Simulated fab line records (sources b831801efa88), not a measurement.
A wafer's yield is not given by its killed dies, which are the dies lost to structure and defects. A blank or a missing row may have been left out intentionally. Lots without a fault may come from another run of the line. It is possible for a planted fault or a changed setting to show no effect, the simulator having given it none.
8D (eight disciplines) problem report, filled in by code    flow gf180mcu    the parts of the form that need people (team, actions taken, sign-off) are left out

1. PROBLEM STATEMENT
Across 6 wafers from 2 lots, HV_LDD_2_TW at GF_HV_LDD_TW_MEAS_23 averages 955, while fault-free wafers read 1053 with a standard deviation of 9.8. Relative to the usual mean, that is a shift of -10 standard deviations.
The first sign was on wafer L223.2 at day 15 11:04, on film metro-03. At this step, 42 wafers from 14 lots have a number in the record. By rule, "out" or "out of limits" means more than 4 standard deviations away from the usual mean. The rest of the wafers with a number are treated as sound.

2. WHAT IT IS, AND WHAT IT ISN'T
question                     is                      is not
which readings at this step  HV_LDD_2_TW             -
which lots                   L223, L225              L210, L211, L213, L214, L215, L216, L217, L219, L224, L226, L229, L230
which wafers of those lots   all that have a number  -
read on which gauges         film metro-03           film metro-01, film metro-02
when                         from day 15 11:04       up to then (24 sound wafers); but 12 sound wafers of L224, L226, L229, L230 came after

3. SUSPECTS, AND WHAT RULES EACH OUT
Counting: any tool at a process step up to the reading is kept as a suspect provided that every lot that is out went through it and no sound lot did after the first of them.
- the gauge at GF_HV_LDD_TW_MEAS_23 is ruled out. All the wafers that are out were read on film metro-03, but those of them that GF_HV_LDD_IMPLANT_21 has rows for are out there too, on other tools.
- implanter-02 at GF_HV_LDD_IMPLANT_21: kept. It processed each lot that is out, first L223 at day 15 10:50, and no sound lot thereafter; up to then, the last sound lot it processed was L219 at day 13 21:41. On those wafers its own readings are out: beam energy keV.
Left after counting: implanter-02 at GF_HV_LDD_IMPLANT_21.

4. THE CAUSE (what the simulator had put in)
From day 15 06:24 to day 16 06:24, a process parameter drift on implanter-02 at GF_HV_LDD_IMPLANT_21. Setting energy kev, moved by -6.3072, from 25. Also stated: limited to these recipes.
Only this tool survived the counting.

5. THE EFFECT CHAIN, in route order
One row per reading whose mean, taken over the struck wafers that have a number, lies over 3 standard deviations from the usual. Readings are gone through only where the record gives a usual standard deviation; hours: the median, over the lots, of the time from a lot's start at the first step in this table giving one to that lot's start at this step; sigmas: the change measured in usual standard deviations.
hours  step                  reading          usual   on struck wafers  change  sigmas
0      GF_HV_LDD_IMPLANT_21  beam energy keV  25.001  18.698            -6.303  -99 or more
0      GF_HV_LDD_TW_MEAS_23  HV_LDD_2_TW      1053    955               -98     -10
It contains these process steps:
- GF_HV_LDD_IMPLANT_21
Later steps that measure or inspect, where all struck wafers having a row at the step show a number for every such reading and not one has moved that far: GF_M4_OVL_MEAS_15.

6. WHAT WOULD HAVE CAUGHT IT SOONER
Counted from the fault's start at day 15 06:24, it took 5 hours until the first out-of-limits reading at a measuring or inspecting step in this record, taken at day 15 11:04.
Tool's own readings at GF_HV_LDD_IMPLANT_21, beam energy keV: out on all struck wafers the step has rows for; an alarm limit on them would have tripped on the first.
Lots out: 2; of these, L225 started GF_HV_LDD_IMPLANT_21 on implanter-02 after day 15 11:04. A hold on the tool at that time would have spared it.
